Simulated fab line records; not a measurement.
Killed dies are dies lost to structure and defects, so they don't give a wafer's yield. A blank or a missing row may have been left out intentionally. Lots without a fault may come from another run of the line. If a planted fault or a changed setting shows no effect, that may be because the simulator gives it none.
fab line records	flow sfq_line
record: lots: 7	wafers: 20	last_day: 81
route steps=325 shown INCOMING@1 L0@3 L0V@16 M0@28 M8@325
lots with no fault: from the same line, run without faults
start_h: start of the lot's first displayed wafer, in hours after the record's first day	wait_h: how many hours have passed since the lot's step before this one	" identical to the entry in the row above	L1.1+2: a single row standing in for several wafers	- either no value or no given start	* or withheld: withheld	< > ~ a bound
route shown NAME@n: a module of which the file shows steps, and the number in the route of the first	usual: mean/standard deviation of fault-free wafers	same: alike in all rows	chamber/n: place in a boat	sites: per-site readings	_std_site: standard deviation across them	_edge_site: mean of outer sites minus mean of inner sites	radius_mm: for every site, how far away it sits from the centre of the wafer	mask NAME#n: copy n	behind: the tool/chamber that last shaped the wafer	hold: cause of the lot's hold/its duration in hours/its outcome	device: whichever transistor did not switch (one of n, p or np)	end of line: the same wafers' tests at the end of the route	where a step has no rows: the recipe by itself	killed: the dies lost at the first sort to structure and to defects; this is not the yield of the wafer	map: the dies of a wafer, with x for killed, . for not killed, _ for no die there
set.NAME: the run value of the setting; set.NAME@STEP: its run value at that earlier step	model.NAME: the simulator's own value behind a step, which no gauge read
lots at selected steps of the route; one table per step, one row per wafer
services: a tool's chamber out of use, with start hour (start_h, from the record's first day; less than 0 if before it), hours out, and reason
== steps ==
step: SFQ_INCOMING_BOW_MEAS_900
recipe: mode: bow
usual: INCOMING_BOW: 0/5.9
lot.wafer	tool	chamber	start_h	wait_h	INCOMING_BOW[um]
L225.1	film_metro-03	-	35.00	-	1
L225.2	"	-	"	"	-3
L225.3	"	-	"	"	-6
L229.2	film_metro-03	-	55.02	-	5
L229.3	"	-	"	"	-4
L231.2	film_metro-01	-	65.02	-	6
L231.3	"	-	"	"	7
L231.6	"	-	"	"	-6
L233.2	film_metro-04	-	75.02	-	-4
L233.5	"	-	"	"	3
L233.6	"	-	"	"	4
L239.1	film_metro-03	-	105.00	-	-3
L239.4	"	-	"	"	-5
L239.6	"	-	"	"	-7
L240.1	film_metro-04	-	110.00	-	5
L240.3	"	-	"	"	-3
L240.6	"	-	"	"	7
L243.1	film_metro-03	-	125.00	-	-6
L243.3	"	-	"	"	3
L243.6	"	-	"	"	1
step: SFQ_TRILAYER_INCOMING_OXIDATION_002
recipe: temp_c: 1000	ambient: H2O	target_thk_a: 5000	p_h2o_torr: 720	ox_time_s: 4939
step: SFQ_TRILAYER_L0_DEP_SPUTTER_003
recipe: material: MoNx_KI	base_pressure_pa: 1.33e-06	target_thk_nm: 40	power_w: 800	time_s: 100	chamber_pressure_pa: 0.4
usual: throttle_valve_pct: 30.0/1.6
lot.wafer	tool	chamber	start_h	wait_h	throttle_valve_pct	model.MoNx_KI_of_TRILAYER_L0_DEP_SPUTTER_003.thk_nm
L225.1	pvd_sputter-03	-	37.49	0.0	31.9	39.84
L225.2	"	-	"	"	28.0	40.15
L225.3	"	-	"	"	30.6	40.4
L229.2	pvd_sputter-03	-	57.49	0.0	27.9	48.69
L229.3	"	-	"	"	27.9	39.79
L231.2	pvd_sputter-03	-	67.49	0.0	28.3	48.6
L231.3	"	-	"	"	32.5	39.29
L231.6	"	-	"	"	28.2	40.18
L233.2	pvd_sputter-03	-	77.49	0.0	27.6	48.34
L233.5	"	-	"	"	32.6	39.63
L233.6	"	-	"	"	28.2	39.83
L239.1	pvd_sputter-05	-	107.49	0.0	29.1	39.99
L239.4	"	-	"	"	29.8	40.44
L239.6	"	-	"	"	29.8	40.78
L240.1	pvd_sputter-06	-	112.49	0.0	29.0	39.64
L240.3	"	-	"	"	28.9	39.62
L240.6	"	-	"	"	30.8	39.52
L243.1	pvd_sputter-05	-	127.49	0.0	30.2	40.2
L243.3	"	-	"	"	32.7	40.24
L243.6	"	-	"	"	32.5	40.09
step: SFQ_L0_RS_MEAS_901
recipe: thk_meas_gauge: four-point-probe	reads: MoNx_KI_of_TRILAYER_L0_DEP_SPUTTER_003
usual: L0_MONX_KI_RS: 43.4/0.37
lot.wafer	tool	chamber	start_h	wait_h	L0_MONX_KI_RS[ohm/sq]
L225.1	film_metro-02	-	37.56	0.0	43.7
L225.2	"	-	"	"	43.2
L225.3	"	-	"	"	43.0
L229.2	film_metro-01	-	57.58	0.1	35.6
L229.3	"	-	"	"	43.7
L231.2	film_metro-01	-	67.58	0.1	35.7
L231.3	"	-	"	"	44.1
L231.6	"	-	"	"	43.2
L233.2	film_metro-04	-	77.58	0.1	36.0
L233.5	"	-	"	"	43.9
L233.6	"	-	"	"	43.7
L239.1	film_metro-02	-	107.56	0.0	43.4
L239.4	"	-	"	"	43.0
L239.6	"	-	"	"	42.6
L240.1	film_metro-04	-	112.56	0.0	43.8
L240.3	"	-	"	"	44.0
L240.6	"	-	"	"	44.1
L243.1	film_metro-04	-	127.56	0.0	43.3
L243.3	"	-	"	"	43.3
L243.6	"	-	"	"	43.5
step: SFQ_L0_THK_MEAS_902
recipe: thk_meas_gauge: xrf	reads: MoNx_KI_of_TRILAYER_L0_DEP_SPUTTER_003
usual: L0_MONX_KI_THK: 40.8/0.39
lot.wafer	tool	chamber	start_h	wait_h	L0_MONX_KI_THK[nm]
L225.1	film_metro-02	-	37.68	0.1	40.5
L225.2	"	-	"	"	41.0
L225.3	"	-	"	"	41.3
L229.2	film_metro-01	-	57.69	0.1	49.5
L229.3	"	-	"	"	40.5
L231.2	film_metro-01	-	67.69	0.1	49.1
L231.3	"	-	"	"	39.9
L231.6	"	-	"	"	40.6
L233.2	film_metro-04	-	77.69	0.1	49.0
L233.5	"	-	"	"	40.4
L233.6	"	-	"	"	40.6
L239.1	film_metro-02	-	107.68	0.1	40.7
L239.4	"	-	"	"	41.2
L239.6	"	-	"	"	41.5
L240.1	film_metro-04	-	112.68	0.1	40.4
L240.3	"	-	"	"	40.2
L240.6	"	-	"	"	40.0
L243.1	film_metro-04	-	127.68	0.1	41.0
L243.3	"	-	"	"	41.1
L243.6	"	-	"	"	40.9
step: SFQ_TRILAYER_L0_LITHO_COAT_010
recipe: resist: BARC	spin_rpm: 3000	resist_thk_nm: 62
step: SFQ_TRILAYER_L0_LITHO_COAT_005
recipe: resist: KrF	spin_rpm: 3000	resist_thk_nm: 600
step: SFQ_TRILAYER_L0_LITHO_SOFTBAKE_009
recipe: temp_c: withheld	time_s: withheld	resist: KrF
step: SFQ_TRILAYER_L0_LITHO_EXPOSE_006
recipe: mask_id: L0	na: 0.6	source_shape: conventional	sigma_outer: 0.65	target_cd_nm: 2000	dose_mj: 14.4
step: SFQ_TRILAYER_L0_LITHO_PEB_008
recipe: peb_temp_c: 115	peb_time_s: 60	resist: KrF
step: SFQ_TRILAYER_L0_LITHO_DEVELOP_007
recipe: time_s: 60	resist: KrF
step: SFQ_TRILAYER_L0_BARC_OPEN_METAL_ETCH_010
recipe: mask_material: PR	chemistry: O2	target_depth_nm: 125	target: BARC	icp_w: 600	bias_w: 80	pressure_mtorr: 10	time_s: 41.7
step: SFQ_TRILAYER_L0_ETCH_METAL_ETCH_008
recipe: target: MoNx_KI	stop_on: SiO2	mask_material: PR	chemistry: SF6/O2	target_depth_nm: 50	icp_w: 600	bias_w: 80	pressure_mtorr: 10	time_s: 25
usual: drypump_motor_current_A: 5.9/0.37	oes_product_au: 0.875/0.0059
lot.wafer	tool	chamber	start_h	wait_h	drypump_motor_current_A	oes_product_au	rf_hours_counter_h
L225.1	rie_metal-02	0	107.61	0.1	6.5	0.872	137
L225.2	"	0	"	"	6.5	0.873	-
L225.3	"	0	"	"	6.5	0.882	-
L229.2	rie_metal-01	0	130.36	0.0	5.8	0.981	24
L229.3	"	0	"	"	5.8	0.871	-
L231.2	rie_metal-01	0	145.94	0.0	5.8	0.984	27
L231.3	"	1	"	"	5.7	0.858	-
L231.6	"	0	"	"	5.8	0.880	-
L233.2	rie_metal-01	0	157.94	0.0	5.8	0.973	29
L233.5	"	1	"	"	5.7	0.876	-
L233.6	"	0	"	"	5.8	0.879	-
L239.1	rie_metal-02	0	195.39	0.0	6.5	0.876	154
L239.4	"	1	"	"	5.2	0.888	-
L239.6	"	0	"	"	6.5	0.886	-
L240.1	rie_metal-01	0	200.19	0.0	5.8	0.881	36
L240.3	"	0	"	"	5.8	0.864	-
L240.6	"	0	"	"	5.8	0.875	-
L243.1	rie_metal-02	0	222.99	0.0	6.5	0.875	158
L243.3	"	0	"	"	6.5	0.875	-
L243.6	"	0	"	"	6.5	0.870	-
step: SFQ_TRILAYER_L0_STRIP_STRIP_009
recipe: gas: O2	power_w: 200	platen_temp_c: 40	overash_fraction: 0.65	chemistry: O2	pressure_mtorr: 50
step: SFQ_TRILAYER_L0_STRIP_SOLV_CLEAN_010
recipe: chemistry: NMP	temp_c: 70	time_s: 600
step: SFQ_TRILAYER_L0_CAP_PECVD_011
recipe: material: SiO2	temp_c: 150	time_s: 13.333	pressure_torr: 2.4	rf_w: 183.3	precursor: SiH4/N2O	target_thk_nm: 60
usual: heater_power_w: 84/7.1	showerhead_vpp_V: 829/48	throttle_valve_pct: 25.4/2.9
lot.wafer	tool	chamber	start_h	wait_h	heater_power_w	showerhead_vpp_V	throttle_valve_pct
L225.1	pecvd-04	0	109.10	0.0	84	903	22.6
L225.2	"	1	"	"	73	815	23.9
L225.3	"	2	"	"	94	739	22.7
L229.2	pecvd-01	0	131.18	0.0	75	894	30.9
L229.3	"	1	"	"	89	794	24.0
L231.2	pecvd-03	2	146.76	0.0	92	835	27.2
L231.3	"	0	"	"	81	799	30.3
L231.6	"	0	"	"	80	817	30.1
L233.2	pecvd-03	1	158.76	0.0	88	793	24.1
L233.5	"	2	"	"	86	838	27.7
L233.6	"	0	"	"	84	820	30.3
L239.1	pecvd-04	2	196.21	0.0	76	762	22.8
L239.4	"	0	"	"	90	915	22.7
L239.6	"	1	"	"	64	817	23.9
L240.1	pecvd-04	1	201.01	0.0	72	807	24.1
L240.3	"	0	"	"	95	911	22.7
L240.6	"	2	"	"	86	779	23.0
L243.1	pecvd-01	0	223.81	0.0	82	894	22.9
L243.3	"	2	"	"	86	820	22.9
L243.6	"	1	"	"	92	797	21.8
step: SFQ_TRILAYER_L0_VIA_LITHO_COAT_018
recipe: resist: BARC	spin_rpm: 3000	resist_thk_nm: 62
step: SFQ_TRILAYER_L0_VIA_LITHO_COAT_013
recipe: resist: KrF	spin_rpm: 3000	resist_thk_nm: 650
step: SFQ_TRILAYER_L0_VIA_LITHO_SOFTBAKE_017
recipe: temp_c: withheld	time_s: withheld	resist: KrF
step: SFQ_TRILAYER_L0_VIA_LITHO_EXPOSE_014
recipe: mask_id: L0V	na: 0.6	source_shape: conventional	sigma_outer: 0.65	target_cd_nm: 700	dose_mj: 21.3
step: SFQ_TRILAYER_L0_VIA_LITHO_PEB_016
recipe: peb_temp_c: 115	peb_time_s: 60	resist: KrF
step: SFQ_TRILAYER_L0_VIA_LITHO_DEVELOP_015
recipe: time_s: 60	resist: KrF
step: SFQ_L0V_OVL_MEAS_903
usual: L0V_OVL: 3/5.1
lot.wafer	tool	chamber	start_h	wait_h	L0V_OVL[nm]
L225.1	overlay-01	-	196.53	0.1	1
L225.2	"	-	"	"	6
L225.3	"	-	"	"	3
L229.2	overlay-01	-	226.53	0.1	11
L229.3	"	-	"	"	13
L231.2	overlay-02	-	240.87	0.1	6
L231.3	"	-	"	"	3
L231.6	"	-	"	"	6
L233.2	overlay-02	-	257.03	0.1	-1
L233.5	"	-	"	"	-5
L233.6	"	-	"	"	2
L239.1	overlay-02	-	300.14	0.1	5
L239.4	"	-	"	"	11
L239.6	"	-	"	"	2
L240.1	overlay-01	-	307.34	0.1	4
L240.3	"	-	"	"	8
L240.6	"	-	"	"	8
L243.1	overlay-02	-	328.94	0.1	-1
L243.3	"	-	"	"	1
L243.6	"	-	"	"	1
step: SFQ_TRILAYER_L0_VIA_BARC_OPEN_VIA_ETCH_021
recipe: mask_material: PR	chemistry: O2	target_depth_nm: 125	target: BARC	source_w: 500	bias_w: 80	pressure_mtorr: 30	time_s: 41.7
usual: drypump_motor_current_A: 5.6/0.59	oes_product_au: 0.686/0.005
lot.wafer	tool	chamber	start_h	wait_h	drypump_motor_current_A	oes_product_au	rf_hours_counter_h
L225.1	rie_diel-01	2	196.56	0.0	5.1	0.689	0
L225.2	"	0	"	"	6.5	0.691	135
L225.3	"	3	"	"	4.9	0.688	49
L229.2	rie_diel-02	2	226.56	0.0	5.4	0.687	104
L229.3	"	0	"	"	6.4	0.693	12
L231.2	rie_diel-01	0	240.90	0.0	6.5	0.679	136
L231.3	"	2	"	"	5.1	0.683	1
L231.6	"	2	"	"	5.1	0.683	-
L233.2	rie_diel-01	2	257.06	0.0	5.1	0.687	1
L233.5	"	3	"	"	4.9	0.685	-
L233.6	"	2	"	"	5.1	0.680	-
L239.1	rie_diel-01	1	300.17	0.0	4.8	0.679	100
L239.4	"	2	"	"	5.1	0.686	2
L239.6	"	3	"	"	4.9	0.690	-
L240.1	rie_diel-04	1	307.37	0.0	5.4	0.688	68
L240.3	"	2	"	"	6.1	0.687	68
L240.6	"	0	"	"	6.2	0.687	-
L243.1	rie_diel-02	1	328.97	0.0	5.4	0.687	103
L243.3	"	3	"	"	6.2	0.683	1
L243.6	"	0	"	"	6.4	0.697	-
step: SFQ_TRILAYER_L0_VIA_ETCH_VIA_ETCH_016
recipe: target: SiO2	stop_on: MoNx_KI	mask_material: PR	chemistry: CHF3	target_depth_nm: 80	source_w: 500	bias_w: 80	pressure_mtorr: 30	time_s: withheld
usual: drypump_motor_current_A: 5.6/0.59	oes_product_au: 0.841/0.0075
lot.wafer	tool	chamber	start_h	wait_h	drypump_motor_current_A	oes_product_au
L225.1	rie_diel-01	2	196.60	0.0	5.1	0.837
L225.2	"	0	"	"	6.6	0.846
L225.3	"	3	"	"	4.9	0.836
L229.2	rie_diel-02	2	226.60	0.0	5.4	0.834
L229.3	"	0	"	"	6.4	0.857
L231.2	rie_diel-01	0	240.94	0.0	6.5	0.827
L231.3	"	2	"	"	5.1	0.829
L231.6	"	2	"	"	5.1	0.840
L233.2	rie_diel-01	2	257.10	0.0	5.1	0.836
L233.5	"	3	"	"	4.8	0.857
L233.6	"	2	"	"	5.1	0.848
L239.1	rie_diel-01	1	300.21	0.0	4.8	0.837
L239.4	"	2	"	"	5.2	0.849
L239.6	"	3	"	"	4.9	0.847
L240.1	rie_diel-04	1	307.41	0.0	5.4	0.837
L240.3	"	2	"	"	6.1	0.830
L240.6	"	0	"	"	6.1	0.852
L243.1	rie_diel-02	1	329.01	0.0	5.4	0.834
L243.3	"	3	"	"	6.2	0.835
L243.6	"	0	"	"	6.4	0.854
step: SFQ_TRILAYER_L0_VIA_STRIP_STRIP_017
recipe: gas: O2	power_w: 200	platen_temp_c: 40	overash_fraction: 0.65	chemistry: O2	pressure_mtorr: 50
usual: drypump_motor_current_A: 5.9/0.41	oes_product_au: 1.003/0.009	platen_temp_c: 40.01/0.11
lot.wafer	tool	chamber	start_h	wait_h	drypump_motor_current_A	oes_product_au	platen_temp_c	rf_hours_counter_h
L225.1	rie_metal-04	1	196.65	-	5.7	1.011	40.09	33
L225.2	"	0	"	"	6.3	1.011	40.06	95
L225.3	"	0	"	"	6.3	1.006	39.91	-
L229.2	rie_metal-04	1	226.65	-	5.7	1.004	40.00	38
L229.3	"	1	"	"	5.7	1.011	40.03	-
L231.2	rie_metal-01	1	240.98	-	5.7	1.006	40.07	79
L231.3	"	1	"	"	5.7	0.992	39.99	-
L231.6	"	0	"	"	5.7	0.996	40.10	-
L233.2	rie_metal-01	0	257.15	-	5.8	0.991	40.12	48
L233.5	"	1	"	"	5.7	0.984	40.06	-
L233.6	"	0	"	"	5.8	0.997	40.14	-
L239.1	rie_metal-01	1	300.26	-	5.7	1.007	39.92	90
L239.4	"	0	"	"	5.8	0.996	40.04	-
L239.6	"	1	"	"	5.7	1.018	40.12	-
L240.1	rie_metal-04	0	307.46	-	6.3	1.007	40.00	117
L240.3	"	0	"	"	6.3	1.006	39.98	-
L240.6	"	0	"	"	6.3	0.997	40.07	-
L243.1	rie_metal-02	0	329.06	-	6.5	0.991	40.14	174
L243.3	"	1	"	"	5.2	0.986	39.97	-
L243.6	"	1	"	"	5.2	0.996	39.79	-
step: SFQ_TRILAYER_L0_VIA_STRIP_SOLV_CLEAN_018
recipe: chemistry: NMP	temp_c: 70	time_s: 600
step: SFQ_TRILAYER_M0_DEP_PRE_CLEAN_020
recipe: gas: Ar	time_s: 15	bias_v: 250
step: SFQ_TRILAYER_M0_DEP_SPUTTER_019
recipe: material: Nb	base_pressure_pa: 1.33e-06	chamber_pressure_pa: 0.1333	substrate_temp_c: 20	resputter_cathode_voltage_v: 400	target_thk_nm: 200	power_w: 2000	time_s: 133.3
usual: substrate_temp_c: 20.00/0.11	throttle_valve_pct: 30.1/1.4
lot.wafer	tool	chamber	start_h	wait_h	substrate_temp_c	throttle_valve_pct
L225.1	pvd_sputter-03	-	197.45	0.0	19.98	28.4
L225.2	"	-	"	"	19.96	30.6
L225.3	"	-	"	"	19.90	32.4
L229.2	pvd_sputter-04	-	227.45	0.0	19.95	31.6
L229.3	"	-	"	"	20.00	31.8
L231.2	pvd_sputter-03	-	241.80	0.0	20.05	32.3
L231.3	"	-	"	"	20.08	28.1
L231.6	"	-	"	"	20.05	28.1
L233.2	pvd_sputter-03	-	257.95	0.0	20.10	28.2
L233.5	"	-	"	"	19.97	28.4
L233.6	"	-	"	"	20.16	28.1
L239.1	pvd_sputter-03	-	301.06	0.0	20.18	32.3
L239.4	"	-	"	"	20.07	30.7
L239.6	"	-	"	"	20.19	32.2
L240.1	pvd_sputter-06	-	308.26	0.0	20.02	28.8
L240.3	"	-	"	"	20.02	31.2
L240.6	"	-	"	"	20.02	28.9
L243.1	pvd_sputter-04	-	329.86	0.0	19.93	31.4
L243.3	"	-	"	"	19.87	30.2
L243.6	"	-	"	"	20.06	31.4
step: SFQ_M0_RS_MEAS_904
recipe: thk_meas_gauge: four-point-probe	reads: Nb_of_TRILAYER_M0_DEP_SPUTTER_019
usual: M0_NB_RS: 0.884/0.011
lot.wafer	tool	chamber	start_h	wait_h	M0_NB_RS[ohm/sq]
L225.1	film_metro-02	-	197.54	0.0	0.881
L225.2	"	-	"	"	0.878
L225.3	"	-	"	"	0.869
L229.2	film_metro-04	-	227.56	0.1	0.878
L229.3	"	-	"	"	0.877
L231.2	film_metro-03	-	241.91	0.1	0.891
L231.3	"	-	"	"	0.893
L231.6	"	-	"	"	0.898
L233.2	film_metro-03	-	258.06	0.1	0.872
L233.5	"	-	"	"	0.888
L233.6	"	-	"	"	0.879
L239.1	film_metro-04	-	301.15	0.0	0.868
L239.4	"	-	"	"	0.875
L239.6	"	-	"	"	0.875
L240.1	film_metro-03	-	308.35	0.0	0.874
L240.3	"	-	"	"	0.884
L240.6	"	-	"	"	0.875
L243.1	film_metro-04	-	329.95	0.0	0.890
L243.3	"	-	"	"	0.890
L243.6	"	-	"	"	0.891
step: SFQ_TRILAYER_M0_LITHO_COAT_026
recipe: resist: BARC	spin_rpm: 3000	resist_thk_nm: 62
step: SFQ_M8_BOW_MEAS_951
recipe: mode: bow
usual: M8_BOW: 7/12
lot.wafer	tool	chamber	start_h	wait_h	M8_BOW[um]	model.etest.l0.ohm_sq	model.etest.l0v.link_ohm	model.etest.l0.ohm_um
L225.1	film_metro-02	-	1676.74	0.0	18	43.65	44.56	21.81
L225.2	"	-	"	"	14	43.31	44.22	21.63
L225.3	"	-	"	"	12	43.04	43.95	21.51
L229.2	film_metro-03	-	1776.65	0.0	7	35.72	36.62	17.85
L229.3	"	-	"	"	-2	43.7	44.61	21.83
L231.2	film_metro-02	-	1785.65	0.0	16	35.78	36.7	17.91
L231.3	"	-	"	"	15	44.26	45.19	22.16
L231.6	"	-	"	"	4	43.28	44.21	21.65
L233.2	film_metro-02	-	1795.25	0.0	0	35.98	36.88	17.97
L233.5	"	-	"	"	6	43.89	44.81	21.91
L233.6	"	-	"	"	5	43.66	44.57	21.81
L239.1	film_metro-03	-	1922.82	0.0	8	43.49	44.39	21.72
L239.4	"	-	"	"	7	43	43.91	21.49
L239.6	"	-	"	"	4	42.65	43.55	21.32
L240.1	film_metro-01	-	1926.42	0.0	21	43.87	44.77	21.93
L240.3	"	-	"	"	11	43.9	44.81	21.93
L240.6	"	-	"	"	22	44.01	44.91	21.98
L243.1	film_metro-03	-	1935.24	0.0	-11	43.26	44.18	21.63
L243.3	"	-	"	"	-2	43.22	44.14	21.62
L243.6	"	-	"	"	-4	43.38	44.31	21.69
== services ==
tool	chamber	start_h	hours	kind
rie_diel-04	3	14.32	17.8	repair
rie_diel-01	0	25.48	5.4	repair
pecvd-03	-	36.02	2.8	pm
rie_metal-04	-	50.19	1.2	repair
pvd_sputter-03	-	59.07	7.8	repair
rie_diel-04	2	60.46	3.6	repair
pvd_sputter-03	-	68.72	4.0	repair
pecvd-04	2	92.08	11.6	repair
pvd_sputter-06	-	104.58	1.2	repair
rie_diel-02	2	119.52	3.2	repair
rie_diel-02	3	120.31	27.6	repair
rie_diel-01	2	123.19	7.2	repair
rie_diel-04	3	123.48	5.8	repair
rie_diel-02	1	137.84	7.4	repair
pvd_sputter-05	-	173.53	13.9	repair
pvd_sputter-03	-	189.83	4.6	repair
pecvd-04	-	243.69	1.3	repair
rie_diel-02	1	245.30	5.9	repair
rie_metal-04	1	246.56	21.5	repair
rie_diel-01	0	264.88	2.8	repair
pvd_sputter-03	-	287.11	3.2	repair
rie_diel-02	1	296.92	6.5	repair
rie_diel-01	-	298.85	1.2	repair
rie_diel-02	-	308.44	0.2	repair
== key ==
first_sign: step: SFQ_L0_RS_MEAS_901	reading: L0_MONX_KI_RS	direction: down	sigmas: 21	usual: 43.4	struck: 35.8
effect: step: SFQ_L0_THK_MEAS_902	reading: L0_MONX_KI_THK	direction: up	sigmas: 22	usual: 40.8	struck: 49.2
effect: step: SFQ_TRILAYER_L0_ETCH_METAL_ETCH_008	reading: oes_product_au	direction: up	sigmas: 18	usual: 0.875	struck: 0.979
model_effect: step: SFQ_TRILAYER_L0_DEP_SPUTTER_003	value: MoNx_KI_of_TRILAYER_L0_DEP_SPUTTER_003.thk_nm	without: 40.11	struck: 48.54
model_effect: step: SFQ_M8_BOW_MEAS_951	value: etest.l0.ohm_sq	without: 43.36	struck: 35.83
met_at SFQ_TRILAYER_L0_DEP_SPUTTER_003
struck_wafers L229.2,L231.2,L233.2
onset_between 37.49 57.49
fault: kind: process_parameter_drift	tool: pvd_sputter-03	chamber: -	onset_h: 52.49	steps: SFQ_TRILAYER_L0_DEP_SPUTTER_003	channel: time_s	offset: *	shape: step	end_h: 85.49	scope: struck_wafers_only	acts_in: *	stated: *
